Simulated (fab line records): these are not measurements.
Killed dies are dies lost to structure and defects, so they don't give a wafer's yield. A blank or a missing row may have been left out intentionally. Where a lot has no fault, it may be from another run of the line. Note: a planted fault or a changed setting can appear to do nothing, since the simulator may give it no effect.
Commonality check across tools | flow gf180mcu | Sample size 13 lots and 39 wafers

REASON IT WAS OPENED
GF_DUAL_GATE_THK_MEAS_03, reading DUAL_GATE_OXIDATION_00_THK: flagged on 2 of 13 lots. Fault-free wafers read 10.63 nm, with a standard deviation of 0.28.
Rule: a lot gets a flag if all its wafers with a number sit over 4 standard deviations from that mean, or if no wafer of it has a number. All remaining lots are regarded as sound.

lot  | measured     | on            | DUAL_GATE_OXIDATION_00_THK (nm), wafer by wafer | flag
L462 | day 7 18:33  | film-metro-04 | 10.66 10.68 10.67                               |
L463 | day 7 22:56  | film-metro-01 | 10.51 10.54 10.63                               |
L464 | day 8 05:02  | film-metro-04 | 11.06 10.79 10.98                               |
L466 | day 8 14:08  | film-metro-03 | 10.07 10.12 10.21                               |
L468 | day 9 03:56  | film-metro-04 | 10.31 10.34 10.14                               |
L469 | day 9 12:29  | film-metro-04 | 10.64 10.85 10.66                               |
L470 | day 9 17:29  | film-metro-01 | 11.80 11.91 11.82                               | FLAGGED
L471 | day 10 01:58 | film-metro-03 | 12.47 12.37 12.51                               | FLAGGED
L479 | day 12 19:11 | film-metro-03 | 10.66 10.61 10.44                               |
L480 | day 12 20:23 | film-metro-04 | 10.50 10.57 10.63                               |
L481 | day 13 10:17 | film-metro-04 | 10.63 10.54 10.53                               |
L484 | day 13 19:35 | film-metro-03 | 10.37 10.32 10.48                               |
L485 | day 14 07:18 | film-metro-04 | 10.16 10.27 10.20                               |
The numbers of the flagged lots are 12.15 nm on average: +1.52 nm against the usual, or +5 standard deviations.

EACH LOT AND THE TOOL IT RAN ON
The record keeps 1 process step preceding the reading, out of 602 steps on the route. Each cell gives the tool, then ch followed by the chambers the sampled wafers passed through, then the start.
lot  | flag    | GF_DUAL_GATE_OXIDATION_02
L462 |         | furnace-02 ch 0, day 7 17:05
L463 |         | furnace-02 ch 0, day 7 21:29
L464 |         | furnace-02 ch 0, day 8 03:36
L466 |         | furnace-01 ch 0, day 8 12:41
L468 |         | furnace-01 ch 0, day 9 02:29
L469 |         | furnace-02 ch 0, day 9 11:02
L470 | FLAGGED | furnace-02 ch 0, day 9 16:02
L471 | FLAGGED | furnace-02 ch 0, day 10 00:31
L479 |         | furnace-02 ch 0, day 12 17:44
L480 |         | furnace-01 ch 0, day 12 18:55
L481 |         | furnace-01 ch 0, day 13 08:51
L484 |         | furnace-02 ch 0, day 13 18:07
L485 |         | furnace-02 ch 0, day 14 05:51
What these steps do:
- GF_DUAL_GATE_OXIDATION_02: stabilise 600 s, purge 300 s, target thk 10.887 nm.
- GF_DUAL_GATE_THK_MEAS_03

FLAGGED AGAINST TOTAL, ONE TOOL AT A TIME (gauges that did the reading follow at the end)
step                      | tool          | lots run | flagged | share of the flagged lots | sound lots run after its first flagged lot
GF_DUAL_GATE_OXIDATION_02 | furnace-01    | 4        | 0       | none                      | -
GF_DUAL_GATE_OXIDATION_02 | furnace-02    | 9        | 2       | all                       | 3 (L479,L484,L485)
GF_DUAL_GATE_THK_MEAS_03  | film-metro-01 | 2        | 1       | some                      | 0
GF_DUAL_GATE_THK_MEAS_03  | film-metro-03 | 4        | 1       | some                      | 2 (L479,L484)
GF_DUAL_GATE_THK_MEAS_03  | film-metro-04 | 7        | 0       | none                      | -

WHAT THE TABLE ALLOWS
Rows of the table that ran each flagged lot: 1, that is furnace-02 at GF_DUAL_GATE_OXIDATION_02.
- furnace-02 at GF_DUAL_GATE_OXIDATION_02: 2 of its 9 lots flagged. Sound lots followed the first flagged one (L479, L484, L485) on it, something a lasting fault affecting the whole tool could not allow.
Not one row of the table ran every flagged lot while running no sound lot after the first.

WHAT THE SIMULATOR HAD PUT IN
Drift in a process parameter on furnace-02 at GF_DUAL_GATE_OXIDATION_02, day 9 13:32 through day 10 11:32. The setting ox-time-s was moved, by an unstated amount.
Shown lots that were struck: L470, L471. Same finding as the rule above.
